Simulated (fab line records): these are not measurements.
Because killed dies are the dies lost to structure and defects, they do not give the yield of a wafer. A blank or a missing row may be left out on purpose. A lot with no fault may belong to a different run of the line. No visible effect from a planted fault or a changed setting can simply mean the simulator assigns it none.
Chamber matching	flow gf180mcu	4 sister chambers for GF_V3_CMP_26 on cmp-01
The step polishes, stops on SiO2, t overpolish 15 s, target thk 0 nm. 4 wafers are shown with their chamber, then 9 later ones without.

== WAFERS WITH THEIR CHAMBER ==
wafer	chamber	motorCurrentA (A)
L296.2	2	11.7
L296.6	1	9.8
L298.5	0	11.0
L298.6	3	12.2

== WAFERS WITH NO CHAMBER GIVEN ==
wafer	motorCurrentA (A)
L305.2	12.5
L305.4	10.8
L305.6	10.6
L306.1	12.1
L306.3	10.3
L306.4	10.9
L308.2	10.0
L308.3	12.1
L308.5	11.9

== EACH ONE'S CHAMBER ==
wafer	from the rows above	in truth
L305.2	can't be placed: 3 or 2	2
L305.4	0	0
L305.6	can't be placed: 0 or 1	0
L306.1	can't be placed: 3 or 2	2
L306.3	can't be placed: 1 or 0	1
L306.4	0	0
L308.2	1	1
L308.3	can't be placed: 3 or 2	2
L308.5	can't be placed: 2 or 3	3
3 of 9 placed correctly. Not placeable from these rows: 6 (in 6, the candidates include the true chamber). Number placed wrongly: 0.
How it was worked out, from the rows above alone: a wafer's distance from a chamber is the root of the sum, over the readings, of the square of ((its reading less the chamber's mean) divided by the reading's scatter). If the next closest chamber is less than 2 further off than the closest, the wafer can't be placed; otherwise it belongs to the closest. A chamber's mean is the mean of its shown wafers. The scatter: with one shown wafer a chamber, the root of the mean of the squares of how far each hidden wafer lies from its nearest shown one.
